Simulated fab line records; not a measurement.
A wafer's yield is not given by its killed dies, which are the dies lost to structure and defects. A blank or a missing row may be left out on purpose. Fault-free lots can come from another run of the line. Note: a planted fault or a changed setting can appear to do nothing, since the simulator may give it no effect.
Matching of chambers | flow gf180mcu | cmp-02 running GF_CONTACT_CMP_27: 4 sister chambers
The step polishes, stops on SiO2, t overpolish 15 s, target thk 0 nm. 4 wafers are shown with their chamber, then 11 later ones without.

## EACH WAFER AND ITS CHAMBER
wafer  | chamber | motor current A (A)
L079.4 | 3       | 9.5
L083.6 | 2       | 10.8
L086.1 | 0       | 14.3
L088.4 | 1       | 13.6

## WAFERS WHOSE CHAMBER IS MISSING
wafer  | motor current A (A)
L088.5 | 13.5
L088.6 | 14.3
L091.1 | 10.3
L091.2 | 14.9
L091.6 | 10.3
L093.4 | 10.2
L093.5 | 9.4
L093.6 | 9.9
L095.1 | 12.9
L095.2 | 14.7
L095.3 | 9.2

## THE CHAMBER EACH PASSED THROUGH
wafer  | from the rows above     | in truth
L088.5 | can't be placed: 1 or 0 | 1
L088.6 | can't be placed: 0 or 1 | 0
L091.1 | can't be placed: 2 or 3 | 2
L091.2 | can't be placed: 0 or 1 | 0
L091.6 | can't be placed: 2 or 3 | 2
L093.4 | can't be placed: 2 or 3 | 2
L093.5 | 3                       | 3
L093.6 | can't be placed: 3 or 2 | 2
L095.1 | can't be placed: 1 or 0 | 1
L095.2 | can't be placed: 0 or 1 | 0
L095.3 | 3                       | 3
2 of 11 placed correctly. Cannot be placed on the basis of these rows: 9; the candidates contain the true chamber in 9. Number placed wrongly: 0.
How it was worked out, from the rows above alone: a wafer's distance from a chamber is the root of the sum, over the readings, of the square of ((its reading less the chamber's mean) divided by the reading's scatter). The wafer belongs to the nearest chamber; if the next one is less than 2 further off, it can't be placed. Each chamber's mean is taken over the wafers shown for it. The scatter: root of mean squared gap, hidden wafer to nearest shown wafer, with one shown wafer a chamber.
